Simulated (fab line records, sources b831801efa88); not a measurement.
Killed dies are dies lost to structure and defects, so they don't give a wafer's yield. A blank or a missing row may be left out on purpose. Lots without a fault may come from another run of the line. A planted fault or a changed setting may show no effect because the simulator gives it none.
Which tool did it? | flow gf180mcu | 13 lots, 39 wafers sampled, at 5 steps of a route of 602

WHAT THE GAUGES READ, wafer by wafer
GF_LVPWELL_TW_MEAS_11.
lot  | measured    | on            | LVPWELL_TW
L944 | day 3 20:08 | film_metro-04 | 563 564 566
L945 | day 4 02:40 | film_metro-03 | 551 553 557
L946 | day 4 07:35 | film_metro-01 | 561 562 563
L947 | day 4 14:22 | film_metro-01 | 559 560 562
L948 | day 4 19:34 | film_metro-01 | 560 563 560
L952 | day 5 16:37 | film_metro-01 | 560 556 560
L955 | day 6 10:04 | film_metro-01 | 545 546 546
L958 | day 7 03:41 | film_metro-01 | 560 562 556
L961 | day 7 22:22 | film_metro-01 | 562 557 562
L963 | day 8 08:03 | film_metro-01 | 559 560 558
L964 | day 8 14:46 | film_metro-03 | 558 554 556
L966 | day 9 01:50 | film_metro-01 | 559 557 558
L967 | day 9 06:52 | film_metro-03 | 557 557 560

GF_VT_IMPLANT_RS_MEAS_48: measures by four-point-probe.
lot  | measured     | on            | LVPWELL_RS (ohm/sq)
L944 | day 7 11:05  | film_metro-01 | 1197.5 1192.3 1193.5
L945 | day 7 20:26  | film_metro-04 | 1194.8 1193.9 1199.8
L946 | day 8 03:13  | film_metro-03 | 1198.2 1198.6 1194.6
L947 | day 8 11:28  | film_metro-04 | 1199.4 1199.4 1198.5
L948 | day 8 16:23  | film_metro-03 | 1202.5 1200.8 1200.6
L952 | day 9 17:46  | film_metro-01 | 1195.4 1190.0 1193.2
L955 | day 10 14:31 | film_metro-04 | 1236.0 1234.2 1233.0
L958 | day 11 09:53 | film_metro-03 | 1193.7 1195.3 1194.9
L961 | day 12 10:22 | film_metro-04 | 1199.4 1201.2 1197.5
L963 | day 12 21:41 | film_metro-03 | 1192.2 1194.4 1195.9
L964 | day 13 05:31 | film_metro-01 | 1197.1 1193.5 1197.8
L966 | day 13 18:51 | film_metro-04 | 1198.8 1196.3 1199.2
L967 | day 13 23:25 | film_metro-04 | 1199.2 1195.3 1200.8

GF_V3_CD_MEAS_14: target cd 260 nm.
lot  | measured     | on        | cd_nm (nm)
L944 | day 22 05:29 | cd_sem-01 | 260.8 259.5 260.3
L945 | day 22 18:50 | cd_sem-01 | 260.1 260.1 259.8
L946 | day 23 04:54 | cd_sem-02 | 261.1 261.7 260.3
L947 | day 23 12:26 | cd_sem-01 | 260.2 259.7 260.2
L948 | day 23 18:08 | cd_sem-01 | 263.0 261.3 262.0
L952 | day 25 07:38 | cd_sem-01 | 258.8 259.5 258.9
L955 | day 26 05:47 | cd_sem-02 | 258.7 261.1 261.0
L958 | day 27 01:54 | cd_sem-01 | 260.3 261.1 260.9
L961 | day 28 01:44 | cd_sem-01 | 260.7 259.0 259.6
L963 | day 28 16:56 | cd_sem-02 | 260.5 260.1 261.1
L964 | day 28 23:35 | cd_sem-02 | 260.9 260.8 260.1
L966 | day 29 12:54 | cd_sem-01 | 260.5 260.6 260.3
L967 | day 29 13:53 | cd_sem-01 | 262.4 262.2 263.3

GF_V4_THK_MEAS_01.
lot  | measured     | on            | V4_CVD_00_THK (nm)
L944 | day 23 07:26 | film_metro-01 | 599 599 594
L945 | day 23 20:08 | film_metro-03 | 596 590 594
L946 | day 24 06:05 | film_metro-04 | 600 596 598
L947 | day 24 13:05 | film_metro-04 | 594 598 600
L948 | day 24 18:55 | film_metro-03 | 597 595 599
L952 | day 26 07:23 | film_metro-04 | 606 608 599
L955 | day 27 04:30 | film_metro-03 | 601 602 604
L958 | day 28 01:05 | film_metro-01 | 598 599 604
L961 | day 28 23:34 | film_metro-03 | 597 607 598
L963 | day 29 14:41 | film_metro-03 | 598 599 601
L964 | day 29 21:44 | film_metro-04 | 599 598 600
L966 | day 30 11:43 | film_metro-04 | 604 608 603
L967 | day 30 11:32 | film_metro-01 | 606 601 595

WHICH TOOL RAN EACH LOT (tool, then ch and the chambers of the sampled wafers, then the start)
lot  | GF_LVPWELL_IMPLANT_08
L944 | implanter-03 ch 0, day 3 19:44
L945 | implanter-03 ch 0, day 4 02:16
L946 | implanter-04 ch 0, day 4 07:12
L947 | implanter-03 ch 0, day 4 13:58
L948 | implanter-02 ch 0, day 4 19:10
L952 | implanter-03 ch 0, day 5 16:13
L955 | implanter-02 ch 0, day 6 09:40
L958 | implanter-03 ch 0, day 7 03:18
L961 | implanter-04 ch 0, day 7 21:58
L963 | implanter-04 ch 0, day 8 07:42
L964 | implanter-03 ch 0, day 8 14:22
L966 | implanter-04 ch 0, day 9 01:27
L967 | implanter-04 ch 0, day 9 06:28
- GF_LVPWELL_IMPLANT_08

WHAT THE TOOLS THEMSELVES READ (means of the sampled wafers that have a number; where no wafer has one, the mark that the record gives instead)
GF_LVPWELL_IMPLANT_08.
lot  | tool         | dose_ions_cm2 | tilt_deg (degrees)
L944 | implanter-03 | 1.5e+13       | 0.009
L945 | implanter-03 | 1.5e+13       | -0.039
L946 | implanter-04 | 1.5e+13       | 0.018
L947 | implanter-03 | 1.5e+13       | 0.008
L948 | implanter-02 | 1.5e+13       | -0.002
L952 | implanter-03 | 1.5e+13       | 0.022
L955 | implanter-02 | 1.5e+13       | -0.005
L958 | implanter-03 | 1.5e+13       | 0.024
L961 | implanter-04 | 1.5e+13       | 0.036
L963 | implanter-04 | 1.5e+13       | 0.001
L964 | implanter-03 | 1.5e+13       | 0.018
L966 | implanter-04 | 1.5e+13       | 0.000
L967 | implanter-04 | 1.5e+13       | -0.023

THE ANSWER, worked out from the rows above alone
Rule: what is usual is taken from the lots themselves. Put in order of their means at a reading, lots are off if they are a third of the lots or fewer, leave a main group of 4 or more, and stand apart from it by a gap of 3 or more times the standard deviation of the main group's means; of several such gaps the widest counts. A main group whose means are all the same, to the digits that the tables above print for the reading, isn't used. A lot without any number at a reading at which 4 lots or more have one is off too. The other lots that the step has rows for count as sound. The gauges are gone through in route order, then the tools' own readings, and for those a lot's mean is taken as printed above. The first step at which some lot is off is used, and at that step the reading that is off furthest; a lot without a number counts as furthest.
Off: L955, at GF_LVPWELL_TW_MEAS_11 (LVPWELL_TW). The main group: mean 559, standard deviation 2.6.
A tool fits if, at a process step before that reading, it ran every lot that is off, and no sound lot after the first of them. The gauges at GF_LVPWELL_TW_MEAS_11 aren't tried: what is off there is off at GF_VT_IMPLANT_RS_MEAS_48 too, on other tools, and a gauge's error can't cause that. One fits: implanter-02 at GF_LVPWELL_IMPLANT_08. Its last sound lot is L948 (day 4 19:10), its first lot that is off L955 (day 6 09:40): a fault that began between those two fits.

WHAT THE SIMULATOR HAD PUT IN
Process parameter drift: implanter-02, from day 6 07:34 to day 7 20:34, at GF_LVPWELL_IMPLANT_08. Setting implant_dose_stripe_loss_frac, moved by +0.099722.
Lots struck among those shown: L955. The rule above found the same.
